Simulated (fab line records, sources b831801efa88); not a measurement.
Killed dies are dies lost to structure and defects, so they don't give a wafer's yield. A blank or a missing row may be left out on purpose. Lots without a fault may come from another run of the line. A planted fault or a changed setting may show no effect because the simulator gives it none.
Which tool did it? | flow gf180mcu | 12 lots, 36 wafers sampled, at 5 steps of a route of 602

WHAT THE GAUGES READ, wafer by wafer
GF_MVSD_OVL_MEAS_07. Usual: MVSD_OVL 0.4 nm, standard deviation 1.4.
lot  | measured     | on         | MVSD_OVL (nm)  | flag
L196 | day 4 12:58  | overlay-01 | 1.9 0.2 -0.9   |
L197 | day 4 19:37  | overlay-01 | 0.0 0.4 0.4    |
L199 | day 5 03:56  | overlay-01 | 1.0 0.0 1.4    |
L201 | day 5 16:31  | overlay-01 | 2.1 1.4 1.0    |
L206 | day 6 19:41  | overlay-02 | -0.3 1.1 -1.1  |
L207 | day 7 02:10  | overlay-02 | -3.6 -2.5 -2.1 |
L208 | day 7 06:02  | overlay-01 | 1.8 1.1 1.0    |
L211 | day 8 04:03  | overlay-01 | 2.0 2.0 1.6    |
L213 | day 8 14:55  | overlay-01 | -0.6 0.2 -1.4  |
L215 | day 9 00:31  | overlay-01 | -0.9 -0.5 -1.5 |
L217 | day 9 12:24  | overlay-01 | 1.7 1.2 1.4    |
L219 | day 10 02:25 | overlay-02 | -0.9 -0.9 1.1  |

GF_MVSD_TW_MEAS_11. Usual: MVSD_TW 1582, standard deviation 23.
lot  | measured     | on            | MVSD_TW        | flag
L196 | day 4 13:24  | film_metro-03 | 1593 1604 1600 |
L197 | day 4 20:04  | film_metro-02 | 1590 1598 1589 |
L199 | day 5 04:22  | film_metro-04 | 1547 1554 1551 |
L201 | day 5 16:58  | film_metro-03 | 1583 1589 1579 |
L206 | day 6 20:08  | film_metro-04 | 1549 1552 1557 |
L207 | day 7 02:35  | film_metro-03 | 1600 1589 1605 |
L208 | day 7 06:28  | film_metro-03 | 1595 1593 1597 |
L211 | day 8 04:29  | film_metro-04 | 1548 1551 1554 |
L213 | day 8 15:22  | film_metro-02 | 1603 1607 1601 |
L215 | day 9 00:57  | film_metro-04 | 1560 1558 1555 |
L217 | day 9 12:50  | film_metro-04 | 1553 1556 1556 |
L219 | day 10 02:51 | film_metro-02 | 1610 1602 1616 |

WHICH TOOL RAN EACH LOT (tool, then ch and the chambers of the sampled wafers, then the start)
lot  | GF_LVPWELL_COAT_02               | GF_LVPWELL_STRIP_10                 | GF_MVSD_STRIP_10
L196 | litho_track-03 ch 0, day 3 16:02 | plasma_asher-01 ch 0,1, day 3 23:02 | plasma_asher-01 ch 0,1, day 4 13:18
L197 | litho_track-01 ch 0, day 3 22:14 | plasma_asher-01 ch 0,1, day 4 05:47 | plasma_asher-01 ch 0,1, day 4 19:57
L199 | litho_track-04 ch 0, day 4 06:22 | plasma_asher-02 ch 0,1, day 4 13:59 | plasma_asher-01 ch 0,1, day 5 04:16
L201 | litho_track-03 ch 0, day 4 18:19 | plasma_asher-03 ch 1, day 5 01:53   | plasma_asher-02 ch 0, day 5 16:51
L206 | litho_track-03 ch 0, day 5 20:08 | plasma_asher-01 ch 0,1, day 6 04:29 | plasma_asher-02 ch 0,1, day 6 20:02
L207 | litho_track-01 ch 0, day 6 03:00 | plasma_asher-01 ch 0,1, day 6 11:11 | plasma_asher-04 ch 0, day 7 02:29
L208 | litho_track-04 ch 0, day 6 07:34 | plasma_asher-01 ch 0,1, day 6 15:21 | plasma_asher-02 ch 0,1, day 7 06:22
L211 | litho_track-04 ch 0, day 7 04:20 | plasma_asher-01 ch 0,1, day 7 12:26 | plasma_asher-01 ch 0,1, day 8 04:23
L213 | litho_track-04 ch 0, day 7 13:04 | plasma_asher-02 ch 0,1, day 7 21:59 | plasma_asher-01 ch 0,1, day 8 15:17
L215 | litho_track-04 ch 0, day 7 23:11 | plasma_asher-03 ch 0,1, day 8 08:05 | plasma_asher-02 ch 0,1, day 9 00:50
L217 | litho_track-04 ch 0, day 8 09:56 | plasma_asher-02 ch 0,1, day 8 18:53 | plasma_asher-02 ch 0,1, day 9 12:44
L219 | litho_track-04 ch 0, day 8 23:29 | plasma_asher-01 ch 0,1, day 9 08:59 | plasma_asher-01 ch 0,1, day 10 02:44
- GF_LVPWELL_COAT_02: resist thk 3000 nm.
- GF_LVPWELL_STRIP_10: strips in O2/N2.
- GF_MVSD_STRIP_10: strips in O2/N2.

WHAT THE TOOLS THEMSELVES READ (means of the sampled wafers that have a number; where no wafer has one, the mark that the record gives instead)
GF_LVPWELL_COAT_02. Usual: spin_speed_rpm 1999.9 rpm, standard deviation 1.4.
lot  | tool           | spin_speed_rpm (rpm) | flag
L196 | litho_track-03 | 1998.7               |
L197 | litho_track-01 | 2000.8               |
L199 | litho_track-04 | 1999.1               |
L201 | litho_track-03 | 2000.0               |
L206 | litho_track-03 | 1999.0               |
L207 | litho_track-01 | 1999.5               |
L208 | litho_track-04 | 1999.7               |
L211 | litho_track-04 | 1999.2               |
L213 | litho_track-04 | 2000.6               |
L215 | litho_track-04 | 1999.8               |
L217 | litho_track-04 | 2000.2               |
L219 | litho_track-04 | 2000.1               |

GF_LVPWELL_STRIP_10. Usual: drypump_motor_current_A 5.9 A, standard deviation 0.38; heater_power_w 343 W, standard deviation 32; oes_product_au 0.722 a.u., standard deviation 0.0044; platen_temp_c 249.99 C, standard deviation 0.18; strip_time_to_endpoint_s 36.96 s, standard deviation 0.096.
lot  | tool            | drypump_motor_current_A (A) | heater_power_w (W) | oes_product_au (a.u.) | platen_temp_c (C) | strip_time_to_endpoint_s (s) | flag
L196 | plasma_asher-01 | 6.3                         | 348                | 0.721                 | 250.04            | 36.78                        |
L197 | plasma_asher-01 | 6.0                         | 330                | 0.723                 | 250.11            | 36.89                        |
L199 | plasma_asher-02 | 5.6                         | 348                | 0.724                 | 250.02            | 36.93                        |
L201 | plasma_asher-03 | 5.6                         | 356                | 0.727                 | 249.74            | 38.36                        | OFF
L206 | plasma_asher-01 | 6.0                         | 335                | 0.725                 | 249.96            | 38.30                        | OFF
L207 | plasma_asher-01 | 6.0                         | 327                | 0.724                 | 250.26            | 36.88                        |
L208 | plasma_asher-01 | 6.0                         | 326                | 0.719                 | 249.88            | 37.04                        |
L211 | plasma_asher-01 | 6.1                         | 328                | 0.725                 | 249.91            | 36.90                        |
L213 | plasma_asher-02 | 5.6                         | 345                | 0.722                 | 249.95            | 36.84                        |
L215 | plasma_asher-03 | 5.7                         | 329                | 0.724                 | 250.10            | 37.01                        |
L217 | plasma_asher-02 | 5.6                         | 347                | 0.723                 | 250.07            | 36.86                        |
L219 | plasma_asher-01 | 6.3                         | 350                | 0.719                 | 249.89            | 36.98                        |

GF_MVSD_STRIP_10. Usual: drypump_motor_current_A 5.8 A, standard deviation 0.4; heater_power_w 340 W, standard deviation 37; oes_product_au 0.723 a.u., standard deviation 0.0043; platen_temp_c 249.97 C, standard deviation 0.16; strip_time_to_endpoint_s 36.94 s, standard deviation 0.1.
lot  | tool            | drypump_motor_current_A (A) | heater_power_w (W) | oes_product_au (a.u.) | platen_temp_c (C) | strip_time_to_endpoint_s (s) | flag
L196 | plasma_asher-01 | 6.1                         | 329                | 0.722                 | 249.91            | 36.92                        |
L197 | plasma_asher-01 | 6.0                         | 333                | 0.726                 | 250.01            | 36.99                        |
L199 | plasma_asher-01 | 6.1                         | 328                | 0.720                 | 249.94            | 36.83                        |
L201 | plasma_asher-02 | 5.7                         | 325                | 0.722                 | 250.05            | 36.98                        |
L206 | plasma_asher-02 | 5.6                         | 346                | 0.727                 | 250.04            | 36.72                        |
L207 | plasma_asher-04 | 5.2                         | 326                | 0.727                 | 250.12            | 36.92                        |
L208 | plasma_asher-02 | 5.6                         | 363                | 0.724                 | 249.97            | 36.85                        |
L211 | plasma_asher-01 | 6.0                         | 331                | 0.719                 | 250.05            | 36.94                        |
L213 | plasma_asher-01 | 6.0                         | 331                | 0.725                 | 249.79            | 36.92                        |
L215 | plasma_asher-02 | 5.6                         | 343                | 0.721                 | 250.05            | 37.01                        |
L217 | plasma_asher-02 | 5.6                         | 349                | 0.721                 | 249.97            | 37.12                        |
L219 | plasma_asher-01 | 6.1                         | 328                | 0.725                 | 249.90            | 37.12                        |

THE ANSWER, worked out from the rows above alone
Rule: a lot is off if the mean of its wafers that have a number lies more than 3 standard deviations from the usual mean. A lot without any number at a reading at which 4 lots or more have one is off too. The other lots that the step has rows for count as sound. The gauges are gone through in route order, then the tools' own readings, and for those a lot's mean is taken as printed above. The first step at which some lot is off is used, and at that step the reading that is off furthest; a lot without a number counts as furthest.
Off: L201, L206, at GF_LVPWELL_STRIP_10 (strip_time_to_endpoint_s).
A tool fits if, at that step or a process step before it, it ran every lot that is off, and no sound lot after the first of them. One fits: litho_track-03 at GF_LVPWELL_COAT_02. Its last sound lot is L196 (day 3 16:02), its first lot that is off L201 (day 4 18:19): a fault that began between those two fits.

WHAT THE SIMULATOR HAD PUT IN
Process parameter drift: litho_track-03, from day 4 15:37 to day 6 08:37, at GF_LVPWELL_COAT_02. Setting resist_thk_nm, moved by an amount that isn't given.
Lots struck among those shown: L201, L206. The rule above found the same.
